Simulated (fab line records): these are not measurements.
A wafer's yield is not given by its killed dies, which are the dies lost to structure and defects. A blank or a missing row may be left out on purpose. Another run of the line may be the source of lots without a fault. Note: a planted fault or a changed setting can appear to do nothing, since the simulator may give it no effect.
fab line records ; flow sky130
record: lots: 12; wafers: 33; last_day: 50
route steps=708 shown LDD_N@254 LDD_HVP@288 SD_N@344 LI_CONTACT@378 PAD_OPEN@708
lots untouched by any fault: they come from a run of this same line in which no faults occurred
start_h: hours from the record's first day to the start of the lot's first wafer shown ; wait_h: hours from the lot's prior step to this one ; " same as the row above ; L1.1+2: one row covering several wafers at once ; - no value present, or no start provided ; * or withheld: withheld ; < > ~ a bound
route shown NAME@n: a module of which the file shows steps, and the number in the route of the first ; usual: mean/standard deviation taken from wafers without a fault ; same: alike in all rows ; chamber/n: place in a boat ; sites: per-site readings ; _std_site: the standard deviation of these ; _edge_site: mean of outer sites minus mean of inner sites ; radius_mm: for every site, how far away it sits from the centre of the wafer ; mask NAME#n: copy n ; behind: the last tool/chamber to shape the wafer ; hold: the reason the lot was held/the length of the hold in hours/how it ended ; device: which transistor (n, p or np) failed to switch ; end of line: at the end of the route, the tests of the same wafers ; a step given without rows: its recipe and nothing more ; killed: at the first sort, the dies lost to defects and structure; wafer yield is something else ; map: dies across one wafer; x = killed, . = not, _ = none there
set.NAME: the setting as run; set.NAME@STEP: as run at that earlier step ; model.NAME: the simulator's own value behind a step, which no gauge read
steps of the route over a sample of lots; a table a step, a row a wafer
services: a tool's chamber out of use, with start hour (start_h, from the record's first day; less than 0 if before it), hours out, and reason
== steps ==
step: SKY_LDD_N_TW_MEAS_17
usual: LDD_N_TW: 2582/29
lot.wafer;tool;chamber;start_h;wait_h;LDD_N_TW
L306.1;film_metro-03;-;394.82;0.1;2554
L306.4;film_metro-03;-;394.82;0.1;2561
L306.5;film_metro-03;-;394.82;0.1;2539
L307.1;film_metro-01;-;405.67;0.1;2597
L307.5;film_metro-01;-;405.67;0.1;2610
L307.6;film_metro-01;-;405.67;0.1;2590
L310.3;film_metro-03;-;433.69;0.1;2559
L310.5;film_metro-03;-;433.69;0.1;2549
L310.6;film_metro-03;-;433.69;0.1;2548
L313.1;film_metro-04;-;483.29;0.1;2600
L313.5;film_metro-04;-;483.29;0.1;2608
L313.6;film_metro-04;-;483.29;0.1;2605
L315.2;film_metro-04;-;487.27;0.1;2605
L315.4;film_metro-04;-;487.27;0.1;2603
L315.6;film_metro-04;-;487.27;0.1;2617
L316.1;film_metro-03;-;497.11;0.1;2555
L316.4;film_metro-03;-;497.11;0.1;2547
L316.6;film_metro-03;-;497.11;0.1;2552
L317.1;film_metro-04;-;505.96;0.1;2633
L317.3;film_metro-04;-;505.96;0.1;2616
L320.4;film_metro-04;-;532.00;0.1;2603
L320.5;film_metro-04;-;532.00;0.1;2610
L322.1;film_metro-01;-;544.59;0.1;2602
L322.5;film_metro-01;-;544.59;0.1;2605
L326.1;film_metro-03;-;583.29;0.1;2544
L326.3;film_metro-03;-;583.29;0.1;2553
L326.5;film_metro-03;-;583.29;0.1;2559
L327.1;film_metro-03;-;591.71;0.1;2541
L327.3;film_metro-03;-;591.71;0.1;2543
L327.6;film_metro-03;-;591.71;0.1;2554
L329.1;film_metro-01;-;596.57;0.1;2609
L329.3;film_metro-01;-;596.57;0.1;2611
L329.6;film_metro-01;-;596.57;0.1;2599
step: SKY_LDD_HVP_TW_MEAS_10
usual: LDD_HVP_TW: 454/4.4
lot.wafer;tool;chamber;start_h;wait_h;LDD_HVP_TW
L306.1;film_metro-03;-;484.31;0.1;451
L306.4;film_metro-03;-;484.31;0.1;448
L306.5;film_metro-03;-;484.31;0.1;452
L307.1;film_metro-03;-;495.22;0.1;449
L307.5;film_metro-03;-;495.22;0.1;450
L307.6;film_metro-03;-;495.22;0.1;447
L310.3;film_metro-03;-;524.09;0.1;454
L310.5;film_metro-03;-;524.09;0.1;453
L310.6;film_metro-03;-;524.09;0.1;453
L313.1;film_metro-02;-;573.96;0.1;460
L313.5;film_metro-02;-;573.96;0.1;458
L313.6;film_metro-02;-;573.96;0.1;459
L315.2;film_metro-02;-;576.83;0.1;452
L315.4;film_metro-02;-;576.83;0.1;452
L315.6;film_metro-02;-;576.83;0.1;454
L316.1;film_metro-03;-;588.12;0.1;447
L316.4;film_metro-03;-;588.12;0.1;449
L316.6;film_metro-03;-;588.12;0.1;450
L317.1;film_metro-02;-;597.36;0.1;455
L317.3;film_metro-02;-;597.36;0.1;452
L320.4;film_metro-02;-;620.95;0.1;453
L320.5;film_metro-02;-;620.95;0.1;455
L322.1;film_metro-04;-;632.61;0.1;461
L322.5;film_metro-04;-;632.61;0.1;461
L326.1;film_metro-02;-;671.01;0.1;455
L326.3;film_metro-02;-;671.01;0.1;455
L326.5;film_metro-02;-;671.01;0.1;456
L327.1;film_metro-03;-;679.36;0.1;450
L327.3;film_metro-03;-;679.36;0.1;448
L327.6;film_metro-03;-;679.36;0.1;450
L329.1;film_metro-03;-;683.62;0.1;450
L329.3;film_metro-03;-;683.62;0.1;451
L329.6;film_metro-03;-;683.62;0.1;450
step: SKY_SD_N_COAT_02
recipe: resist: NOVOLAK; spin_rpm: 3000; resist_thk_nm: 1140
usual: spin_speed_rpm: 3000.0/2
lot.wafer;tool;chamber;start_h;wait_h;spin_speed_rpm
L306.1;litho_track-01;0;619.76;0.1;2999.3
L306.4;litho_track-01;0;619.76;0.1;2997.8
L306.5;litho_track-01;0;619.76;0.1;2998.8
L307.1;litho_track-01;0;631.01;0.1;3001.0
L307.5;litho_track-01;0;631.01;0.1;2998.0
L307.6;litho_track-01;0;631.01;0.1;3001.5
L310.3;litho_track-01;0;658.11;0.1;2997.9
L310.5;litho_track-01;0;658.11;0.1;2998.8
L310.6;litho_track-01;0;658.11;0.1;3000.2
L313.1;litho_track-02;0;705.22;0.1;3000.1
L313.5;litho_track-02;0;705.22;0.1;3002.6
L313.6;litho_track-02;0;705.22;0.1;3002.4
L315.2;litho_track-01;0;708.83;0.1;3000.1
L315.4;litho_track-01;0;708.83;0.1;2999.6
L315.6;litho_track-01;0;708.83;0.1;3002.6
L316.1;litho_track-01;0;718.41;0.1;2996.5
L316.4;litho_track-01;0;718.41;0.1;2999.3
L316.6;litho_track-01;0;718.41;0.1;2996.6
L317.1;litho_track-01;0;726.91;0.1;2996.1
L317.3;litho_track-01;0;726.91;0.1;3000.2
L320.4;litho_track-01;0;751.08;0.1;3000.5
L320.5;litho_track-01;0;751.08;0.1;2999.3
L322.1;litho_track-01;0;761.51;0.1;2999.6
L322.5;litho_track-01;0;761.51;0.1;3000.0
L326.1;litho_track-03;0;797.63;0.1;2997.0
L326.3;litho_track-03;0;797.63;0.1;3001.0
L326.5;litho_track-03;0;797.63;0.1;2996.4
L327.1;litho_track-03;0;804.33;0.1;2998.9
L327.3;litho_track-03;0;804.33;0.1;3000.0
L327.6;litho_track-03;0;804.33;0.1;3000.4
L329.1;litho_track-03;0;807.63;0.1;2999.8
L329.3;litho_track-03;0;807.63;0.1;2999.7
L329.6;litho_track-03;0;807.63;0.1;3001.4
step: SKY_SD_N_CD_MEAS_07
recipe: target_cd_nm: 380
usual: cd_nm: 380.6/2.3
lot.wafer;tool;chamber;start_h;wait_h;cd_nm
L306.1;cd_sem-01;-;634.81;0.1;380.3
L306.4;cd_sem-01;-;634.81;0.1;380.0
L306.5;cd_sem-01;-;634.81;0.1;381.2
L307.1;cd_sem-01;-;646.22;0.1;380.2
L307.5;cd_sem-01;-;646.22;0.1;380.4
L307.6;cd_sem-01;-;646.22;0.1;378.0
L310.3;cd_sem-02;-;672.17;0.1;387.0
L310.5;cd_sem-02;-;672.17;0.1;386.0
L310.6;cd_sem-02;-;672.17;0.1;381.8
L313.1;cd_sem-01;-;719.01;0.1;381.3
L313.5;cd_sem-01;-;719.01;0.1;381.3
L313.6;cd_sem-01;-;719.01;0.1;380.0
L315.2;cd_sem-01;-;722.33;0.1;379.6
L315.4;cd_sem-01;-;722.33;0.1;380.8
L315.6;cd_sem-01;-;722.33;0.1;382.7
L316.1;cd_sem-01;-;732.82;0.1;379.9
L316.4;cd_sem-01;-;732.82;0.1;378.3
L316.6;cd_sem-01;-;732.82;0.1;377.7
L317.1;cd_sem-02;-;740.57;0.1;413.7
L317.3;cd_sem-02;-;740.57;0.1;378.1
L320.4;cd_sem-01;-;764.74;0.1;419.5
L320.5;cd_sem-01;-;764.74;0.1;380.7
L322.1;cd_sem-02;-;775.13;0.1;419.5
L322.5;cd_sem-02;-;775.13;0.1;383.3
L326.1;cd_sem-02;-;810.72;0.1;383.6
L326.3;cd_sem-02;-;810.72;0.1;381.0
L326.5;cd_sem-02;-;810.72;0.1;382.3
L327.1;cd_sem-01;-;817.73;0.1;377.3
L327.3;cd_sem-01;-;817.73;0.1;376.7
L327.6;cd_sem-01;-;817.73;0.1;374.5
L329.1;cd_sem-01;-;821.66;0.2;378.2
L329.3;cd_sem-01;-;821.66;0.2;376.2
L329.6;cd_sem-01;-;821.66;0.2;379.7
step: SKY_SD_N_STRIP_11
recipe: chemistry: O2/N2; power_w: 1400; pressure_mtorr: 1500; platen_temp_c: withheld; o2_flow_sccm: 3000; n2_flow_sccm: 300; overash_fraction: 0.5
usual: drypump_motor_current_A: 5.51/0.27; n2_flow_sccm: 300.1/0.86; oes_product_au: 0.527/0.0045; strip_time_to_endpoint_s: 22.56/0.048
lot.wafer;tool;chamber;start_h;wait_h;drypump_motor_current_A;n2_flow_sccm;oes_product_au;rf_hours_counter_h;strip_time_to_endpoint_s
L306.1;plasma_asher-03;0;635.26;0.1;5.76;299.3;0.531;92;22.45
L306.4;plasma_asher-03;0;635.26;0.1;5.73;301.2;0.531;-;22.47
L306.5;plasma_asher-03;1;635.26;0.1;5.49;300.1;0.528;-;22.48
L307.1;plasma_asher-02;0;646.68;0.1;5.89;299.4;0.535;22;22.53
L307.5;plasma_asher-02;0;646.68;0.1;5.86;301.0;0.535;-;22.53
L307.6;plasma_asher-02;1;646.68;0.1;5.11;300.3;0.526;-;22.53
L310.3;plasma_asher-02;1;672.62;0.1;5.08;300.0;0.523;-;22.52
L310.5;plasma_asher-02;0;672.62;0.1;5.90;299.7;0.528;-;22.56
L310.6;plasma_asher-02;1;672.62;0.1;5.10;300.2;0.529;-;22.52
L313.1;plasma_asher-02;1;719.46;0.1;5.10;299.9;0.529;29;22.59
L313.5;plasma_asher-02;0;719.46;0.1;5.86;299.5;0.537;-;22.57
L313.6;plasma_asher-02;1;719.46;0.1;5.07;299.8;0.518;-;22.58
L315.2;plasma_asher-01;1;722.76;0.1;5.55;301.0;0.523;90;22.51
L315.4;plasma_asher-01;1;722.76;0.1;5.58;302.2;0.525;-;22.55
L315.6;plasma_asher-01;1;722.76;0.1;5.55;299.7;0.529;-;22.60
L316.1;plasma_asher-03;0;733.28;0.1;5.75;298.7;0.526;102;22.46
L316.4;plasma_asher-03;0;733.28;0.1;5.73;299.1;0.522;-;22.48
L316.6;plasma_asher-03;0;733.28;0.1;5.73;298.5;0.525;-;22.49
L317.1;plasma_asher-02;1;741.03;0.1;5.10;300.3;0.480;31;18.84
L317.3;plasma_asher-02;0;741.03;0.1;5.86;298.8;0.523;-;22.48
L320.4;plasma_asher-01;1;765.17;0.1;5.51;298.9;0.489;-;18.86
L320.5;plasma_asher-01;1;765.17;0.1;5.51;298.3;0.525;-;22.51
L322.1;plasma_asher-02;0;775.59;0.1;5.89;300.5;0.492;35;18.88
L322.5;plasma_asher-02;1;775.59;0.1;5.08;301.2;0.527;-;22.53
L326.1;plasma_asher-03;0;811.18;0.1;5.73;299.3;0.522;8;22.54
L326.3;plasma_asher-03;1;811.18;0.1;5.45;301.0;0.526;-;22.55
L326.5;plasma_asher-03;0;811.18;0.1;5.77;299.0;0.529;-;22.57
L327.1;plasma_asher-02;1;818.19;0.1;5.07;299.5;0.526;39;22.62
L327.3;plasma_asher-02;0;818.19;0.1;5.89;299.4;0.532;-;22.57
L327.6;plasma_asher-02;1;818.19;0.1;5.09;298.8;0.528;-;22.63
L329.1;plasma_asher-01;1;822.12;0.1;5.52;300.6;0.533;100;22.58
L329.3;plasma_asher-01;0;822.12;0.1;5.30;301.4;0.529;-;22.60
L329.6;plasma_asher-01;0;822.12;0.1;5.32;302.0;0.527;-;22.63
step: SKY_LI_CONTACT_STRIP_16
recipe: chemistry: O2/N2; power_w: 1400; pressure_mtorr: 1500; platen_temp_c: withheld; o2_flow_sccm: 3000; n2_flow_sccm: 300; overash_fraction: 0.5
usual: drypump_motor_current_A: 5.7/0.34; n2_flow_sccm: 300.3/0.94; oes_product_au: 0.376/0.0048; strip_time_to_endpoint_s: 3.505/0.029
lot.wafer;tool;chamber;start_h;wait_h;drypump_motor_current_A;n2_flow_sccm;oes_product_au;rf_hours_counter_h;strip_time_to_endpoint_s
L306.1;plasma_asher-04;0;665.74;-;5.8;299.9;0.380;55;3.494
L306.4;plasma_asher-04;0;665.74;-;5.8;301.1;0.377;-;3.509
L306.5;plasma_asher-04;1;665.74;-;6.2;301.4;0.377;-;3.478
L307.1;plasma_asher-04;0;677.24;-;5.7;300.5;0.369;56;3.586
L307.5;plasma_asher-04;0;677.24;-;5.8;300.7;0.376;-;3.537
L307.6;plasma_asher-04;1;677.24;-;6.2;299.4;0.377;-;3.516
L310.3;plasma_asher-04;0;701.25;-;5.8;301.2;0.374;-;3.536
L310.5;plasma_asher-04;1;701.25;-;6.2;302.2;0.370;-;3.500
L310.6;plasma_asher-04;0;701.25;-;5.8;300.4;0.374;-;3.529
L313.1;plasma_asher-04;0;749.19;-;5.8;300.7;0.377;63;3.510
L313.5;plasma_asher-04;1;749.19;-;6.2;300.5;0.365;-;3.495
L313.6;plasma_asher-04;0;749.19;-;5.8;299.5;0.378;-;3.513
L315.2;plasma_asher-04;0;751.76;-;5.8;299.6;0.379;63;3.518
L315.4;plasma_asher-04;1;751.76;-;6.3;298.9;0.369;-;3.516
L315.6;plasma_asher-04;1;751.76;-;6.2;298.1;0.376;-;3.559
L316.1;plasma_asher-03;1;762.37;-;5.5;298.5;0.371;2;3.512
L316.4;plasma_asher-03;0;762.37;-;5.8;300.3;0.371;-;3.541
L316.6;plasma_asher-03;0;762.37;-;5.7;300.7;0.374;-;3.488
L317.1;plasma_asher-03;0;769.82;-;5.7;298.7;0.382;3;3.504
L317.3;plasma_asher-03;1;769.82;-;5.4;301.4;0.380;-;3.520
L320.4;plasma_asher-03;1;793.75;-;5.5;300.0;0.379;-;3.496
L320.5;plasma_asher-03;1;793.75;-;5.4;299.7;0.381;-;3.516
L322.1;plasma_asher-02;1;803.96;-;5.1;299.0;0.371;38;3.515
L322.5;plasma_asher-02;0;803.96;-;5.9;300.5;0.375;-;3.504
L326.1;plasma_asher-04;1;839.44;-;6.2;302.2;0.372;70;3.501
L326.3;plasma_asher-04;1;839.44;-;6.2;301.0;0.370;-;3.495
L326.5;plasma_asher-04;1;839.44;-;6.2;301.4;0.374;-;3.457
L327.1;plasma_asher-04;0;845.54;-;5.8;298.5;0.370;71;3.484
L327.3;plasma_asher-04;1;845.54;-;6.2;300.4;0.374;-;3.485
L327.6;plasma_asher-04;1;845.54;-;6.2;301.6;0.379;-;3.483
L329.1;plasma_asher-02;0;848.84;-;5.9;300.6;0.381;42;3.472
L329.3;plasma_asher-02;1;848.84;-;5.1;300.4;0.371;-;3.491
L329.6;plasma_asher-02;1;848.84;-;5.1;301.2;0.377;-;3.468
step: SKY_PAD_OPEN_PROBE_99
usual: killed_at_M0_to_M3: 45/6.9; killed_at_M4_up: 3.0/1.7; killed_at_contacts: 25/5.6; killed_at_front_end: 15/4.2; killed_at_other: 0.3/0.55; killed_dies: 89/9.6; killed_open: 49/7.2; killed_short: 39/6.5
same: gross_dies: 492; killed_at_back_side: 0
lot.wafer;tool;chamber;start_h;wait_h;killed_at_M0_to_M3;killed_at_M4_up;killed_at_contacts;killed_at_front_end;killed_at_other;killed_dies;killed_open;killed_short
L317.1;prober-02;-;1143.14;0.1;41;2;32;16;0;91;56;34
L320.4;prober-01;-;1158.84;0.2;42;4;23;16;0;85;48;35
L322.1;prober-01;-;1165.89;0.1;56;2;23;15;0;96;57;37
killed by level:class
L317.1 VIA1:geometric_particle:open=23 LI_CONTACT:geometric_particle:open=13 CONTACT:geometric_particle:short=7 CONTACT:geometric_particle:open=6 POLY_GATE:geometric_particle:short=5 POLY_GATE:geometric_particle:open=5 FIELD_ISO:geometric_particle:short=4 LOCAL_INTERCONNECT:geometric_particle:short=4
L320.4 VIA1:geometric_particle:open=9 LI_CONTACT:geometric_particle:open=8 METAL2:geometric_particle:short=7 CONTACT:geometric_particle:open=6 VIA2:geometric_particle:open=6 VIA3:geometric_particle:open=6 FIELD_ISO:geometric_particle:short=5 POLY_GATE:geometric_particle:short=4
L322.1 VIA1:geometric_particle:open=11 CONTACT:geometric_particle:open=11 VIA2:geometric_particle:open=10 VIA3:geometric_particle:open=9 VIA1:geometric_particle:short=7 LI_CONTACT:geometric_particle:open=4 METAL1:geometric_particle:short=4 METAL2:geometric_particle:short=4
== services ==
tool;chamber;start_h;hours;kind
plasma_asher-02;-;604.04;1.7;repair
plasma_asher-04;-;648.97;0.6;repair
plasma_asher-01;-;656.79;1.9;repair
plasma_asher-01;-;661.35;1.1;repair
plasma_asher-03;-;733.75;9.0;pm
plasma_asher-03;0;733.75;9.0;vent_cycle
plasma_asher-03;1;733.75;9.0;vent_cycle
plasma_asher-03;0;742.75;-;clean
plasma_asher-03;1;742.75;-;clean
plasma_asher-04;-;770.17;4.3;pm
plasma_asher-04;-;774.50;14.6;pm
plasma_asher-01;-;796.18;5.4;repair
== key ==
first_sign: step: SKY_SD_N_CD_MEAS_07; reading: cd_nm; direction: up; sigmas: 16; usual: 380.6; struck: 417.6
effect: step: SKY_SD_N_STRIP_11; reading: strip_time_to_endpoint_s; direction: down; sigmas: 77; usual: *; struck: *
met_at SKY_SD_N_COAT_02
struck_lots L317,L320,L322
struck_wafers L317.1,L320.4,L322.1
tester_left_out L317,L320,L322
not_acting_at SKY_LDD_N_TW_MEAS_17,SKY_LDD_HVP_TW_MEAS_10,SKY_LI_CONTACT_STRIP_16
onset_between 718.41 726.91
fault: kind: process_parameter_drift; tool: litho_track-01; chamber: -; onset_h: 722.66; steps: SKY_SD_N_COAT_02; channel: resist_thk_nm; offset: -323.97; shape: step; end_h: 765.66; scope: struck_wafers_only; acts_in: these_recipes_only; stated: 1140
tester_left_out: of these lots the tester's yield and bins aren't shown, on N5 and GAA mostly nor the transistor test; their killed dies are dies lost to structure and defects alone, not to doping, threshold or leakage, so they don't give the yield
